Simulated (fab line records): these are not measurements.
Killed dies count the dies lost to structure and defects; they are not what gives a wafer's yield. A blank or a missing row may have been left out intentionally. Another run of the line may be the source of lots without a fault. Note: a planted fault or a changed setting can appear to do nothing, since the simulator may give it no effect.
2 desks, one fault | flow gf180mcu | numbers are kept per desk, each desk with only its own; the story behind them comes last

TOOL OWNER'S DESK, pecvd-01
The tool's own readings at GF_V3_CVD_02 (deposits SiO2 from TEOS, target thk 850 nm, time 94.851 s): means of the sampled wafers that have a number, for each lot that ran on this tool. Any lot whose mean is over 4 standard deviations away from the usual mean is out of limits and marked OUT; that distance is given in the brackets.
Columns: A = heater_power_w at GF_V3_CVD_02, usual 654 W; B = run_length_s at GF_V3_CVD_02, usual 122.8 s
lot  | first seen here | A   | B
L597 | day 21 18:52    | 624 | 123.1
L598 | day 22 05:27    | 670 | 122.8
L602 | day 23 09:05    | 645 | 123.0
L604 | day 23 19:10    | 645 | 123.1
L611 | day 26 13:32    | 634 | 118.7 (-11) OUT
L614 | day 27 05:11    | 682 | 119.2 (-9.5) OUT
This desk's finding: out of limits on L611, L614; first on L611, day 26 13:32 (run_length_s at GF_V3_CVD_02). Within limits: L597, L598, L602, L604.

THE METROLOGY DESK
What the gauges read, lot by lot, whatever tool the lot ran on: means of the sampled wafers that have a number. Any lot whose mean is over 4 standard deviations away from the usual mean is out of limits and marked OUT; that distance is given in the brackets.
Columns: A = V2_W_RS at GF_V2_RS_MEAS_24, usual 0.328 ohm/sq; B = cd_nm at GF_M3_CD_MEAS_14, usual 279.9 nm; C = V3_CVD_02_THK at GF_V3_THK_MEAS_03, usual 854 nm
lot  | first seen here | A     | B     | C
L597 | day 20 16:25    | 0.318 | 279.9 | 857
L599 | day 21 00:07    | 0.332 | 279.9 | 860
L598 | day 21 03:53    | 0.325 | 280.3 | 839
L602 | day 22 08:44    | 0.328 | 278.5 | 851
L603 | day 22 17:44    | 0.326 | 280.2 | 846
L604 | day 22 19:20    | 0.326 | 279.5 | 849
L605 | day 23 02:44    | 0.335 | 279.6 | 856
L606 | day 23 17:07    | 0.334 | 279.1 | 856
L611 | day 25 14:57    | 0.325 | 278.9 | 826
L612 | day 26 00:01    | 0.332 | 280.0 | 859
L614 | day 26 07:04    | 0.326 | 280.3 | 823
L615 | day 26 16:59    | 0.337 | 281.1 | 841
L619 | day 27 23:54    | 0.330 | 279.9 | 857
This desk found nothing out of limits on any of the 13 lots.

BROUGHT TOGETHER
The tool owner's desk had the chance to raise an alarm at day 26 13:32 on L611, L614.
Nothing out of limits was seen by the metrology desk.
The metrology desk has L611, L614 on record, within its limits.
All the named lots went through GF_V3_CVD_02 on pecvd-01.

WHAT THE SIMULATOR HAD PUT IN
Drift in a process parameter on pecvd-01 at GF_V3_CVD_02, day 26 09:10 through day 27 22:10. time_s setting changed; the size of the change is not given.
Struck lots among those shown: L611, L614.
How many hours passed from the start of the fault until each desk's first out-of-limits reading: the tool owner's desk, 4.
